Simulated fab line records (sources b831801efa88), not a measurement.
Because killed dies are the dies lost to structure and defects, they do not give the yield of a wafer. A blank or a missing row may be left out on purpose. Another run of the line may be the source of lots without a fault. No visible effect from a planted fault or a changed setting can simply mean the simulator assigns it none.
Struck lot and sound lot, side by side | flow sky130 | 15 out of 708 route steps
Sound: the wafers L279.3, L279.5, L279.6. Struck: wafers L297.2, L297.4, L297.6. The cause is named last.
Each step with rows lists, per side, the tool, then ch with its chambers, then its first start. Under that, the readings that differ: sound wafers | struck wafers | difference of the means | sigmas: that difference in standard deviations of wafers without a fault.
alike: a reading whose means differ by less than 2 such deviations, as well as words and numbers matching on both sides. not compared: withheld readings; readings where some wafer has no value; bounds like >300 that might hide an equal value; numbers whose values overlap and for which the record gives no deviation.
A row with sigmas, a row that says differs or no value, or rows on one side alone: a step with any of these is where the two part. Non-overlapping numbers with no deviation appear without sigmas and do not part them. Lack of a reading on every wafer of one side parts them only where that side has two or more wafers.

first, 2 steps without rows for these wafers: SKY_FIELD_ISO_WET_ETCH_21 (etches SiO2 in dHF, target depth 20 nm, time 400 s); SKY_FIELD_ISO_OXIDATION_22 (stabilise 600 s, purge 300 s, target thk 10 nm).
SKY_FIELD_ISO_THK_MEAS_23:
  sound on film_metro-03 at day 2 20:53; struck on film_metro-04 at day 6 22:50
  alike: FIELD_ISO_OXIDATION_01_THK
then, 1 step without rows for these wafers: SKY_FIELD_ISO_CVD_24 (deposits SiO2, target thk 595 nm, time 99.2 s).
SKY_FIELD_ISO_THK_MEAS_25:
  sound on film_metro-02 at day 2 21:01; struck on film_metro-04 at day 6 23:01
  alike: FIELD_ISO_CVD_24_THK
then, 1 step without rows for these wafers: SKY_FIELD_ISO_ANNEAL_26 (time 1800 s).
SKY_FIELD_ISO_CMP_27: polishes, stops on Si3N4, t overpolish 16 s, target thk 457.8 nm.
  sound on cmp-02 ch 0,1,3, day 3 02:30; struck on cmp-01 ch 0,1,3, day 7 01:30
  alike: motor_current_A, overpolish_run_s, slurry_flow_ml_min, time_to_endpoint_s
then, 5 steps without rows for these wafers: SKY_FIELD_ISO_WET_ETCH_28 (etches SiO2 in dHF, target depth 23.7 nm, time 47 s); SKY_FIELD_ISO_WET_ETCH_29 (etches Si3N4 in H3PO4, target depth 160 nm, time 1825 s); SKY_FIELD_ISO_WET_ETCH_30 (etches SiO2 in dHF, target depth 25 nm, time 50 s); SKY_NWELL_CLEAN_00 (cleans in SC1/SC2, time 150 s); SKY_NWELL_OXIDATION_01 (stabilise 600 s, purge 300 s, target thk 10 nm).
SKY_NWELL_THK_MEAS_02:
  sound on film_metro-02 at day 3 04:59; struck on film_metro-02 at day 7 06:13
  reading                  | sound          | struck            | difference | sigmas
  NWELL_OXIDATION_THK (nm) | 9.93 9.96 9.90 | 10.96 10.90 11.03 | +1.03      | +6
then, 1 step without rows for these wafers: SKY_DNWELL_DEHYDRATE_00 (time 60 s).
SKY_PAD_OPEN_PROBE_99:
  the record holds rows for the sound wafers here (prober-01, day 46 07:08) but none for the struck ones

## WHERE THEY PART
First at SKY_NWELL_THK_MEAS_02; last, within this record, at SKY_PAD_OPEN_PROBE_99.

WHY: what the simulator had put in
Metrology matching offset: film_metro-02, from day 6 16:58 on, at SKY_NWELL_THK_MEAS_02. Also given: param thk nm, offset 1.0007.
